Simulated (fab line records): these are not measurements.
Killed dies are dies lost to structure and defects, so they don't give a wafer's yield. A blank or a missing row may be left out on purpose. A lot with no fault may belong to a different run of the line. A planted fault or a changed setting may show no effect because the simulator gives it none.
Lot-split experiment	flow gf180mcu	route with 602 steps; 5 lots, 23 wafers read

SPLIT DETAILS
At GF_M3_PEB_12 (peb time 90 s), the setting peb_temp_c was moved away from the recipe's 135 C on 10 of the 23 wafers read, by -1.9% to +1.9%. This setting was run at the recipe's value on the other wafers.

FROM THE SPLIT TO THE READING: what the file shows between them, 1 step
- GF_M3_DEVELOP_13: develop time 60 s

THE READING
Shown in nm: cd_nm at GF_M3_CD_MEAS_14, with target cd 280 nm. Typical for fault-free wafers on this fab line: 280.0 nm, with standard deviation 1.2 nm.

wafer	tool, chamber at the split	peb_temp_c as run, C	against the recipe	cd_nm, nm	against lot-mates on the recipe
L076.3	litho_track-04, 0	135	recipe	279.7	-
L076.4	litho_track-04, 0	135	recipe	279.1	-
L076.6	litho_track-04, 0	135	recipe	280.7	-
L078.1	litho_track-02, 0	136.3	+1.0%	275.0	-3.2
L078.2	litho_track-02, 0	135	recipe	278.0	-
L078.4	litho_track-02, 0	136.3	+1.0%	274.6	-3.6
L078.5	litho_track-02, 0	135	recipe	278.1	-
L078.6	litho_track-02, 0	135	recipe	278.6	-
L079.1	litho_track-04, 0	135	recipe	280.6	-
L079.2	litho_track-04, 0	132.4	-1.9%	289.2	+8.2
L079.3	litho_track-04, 0	132.4	-1.9%	289.3	+8.3
L079.4	litho_track-04, 0	135	recipe	281.3	-
L079.6	litho_track-04, 0	132.4	-1.9%	288.6	+7.6
L080.1	litho_track-04, 0	135	recipe	281.8	-
L080.2	litho_track-04, 0	135	recipe	282.4	-
L080.4	litho_track-04, 0	132.9	-1.6%	289.4	+7.6
L080.5	litho_track-04, 0	132.9	-1.6%	288.6	+6.8
L080.6	litho_track-04, 0	135	recipe	281.1	-
L083.1	litho_track-04, 0	137.5	+1.9%	273.6	-5.4
L083.2	litho_track-04, 0	137.5	+1.9%	273.4	-5.6
L083.3	litho_track-04, 0	137.5	+1.9%	272.6	-6.4
L083.5	litho_track-04, 0	135	recipe	279.2	-
L083.6	litho_track-04, 0	135	recipe	278.9	-

THE FIT
A straight line over all 23 wafers: cd_nm changes by -4.54 nm for each +1% of peb_temp_c; r = -0.97; the points scatter about the line by 1.4 nm.
The same after taking each lot's own level away (the mean of its wafers on the recipe; 23 wafers): -3.83 nm for each +1%; r = -0.99; scatter 0.69 nm.
That fit puts the effect of the largest move of peb_temp_c on the reading at 7.4 nm.
The lots' own levels span 278.23 to 281.77 nm, that is 2.9 times the standard deviation above.
So the lot-to-lot level changes the slope: the two fits differ.
Check: +7.67 nm against its lot-mates is what the line predicts for one of the wafers moved furthest among these (-1.9%) when that wafer is left out of the fit. Against them it came out at +8.25 nm.

THE OTHER SPLITS THESE WAFERS WENT THROUGH
Before the reading, these wafers also passed through other splits. Each is held against what the fit with the lots' levels taken away leaves over:
other split on the same wafers	wafers away from the commonest value	r with cd_nm (lot level and that fit taken away)
GF_M1_METAL_ETCH_16 bias_w	8	-0.29
GF_M2_SPUTTER_02 power_w	10	-0.26
GF_M2_SOFTBAKE_10 temp_c	10	-0.10
GF_V2_CVD_00 sih4_flow_sccm	8	-0.51
GF_V2_SOFTBAKE_10 time_s	8	+0.13
GF_V2_CVD_23 temp_c	10	+0.07
GF_M3_SPUTTER_04 time_s	9	-0.43

FILE'S OWN FIT
cd_nm changes by -3.89 nm for each +1% of peb_temp_c, r = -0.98.
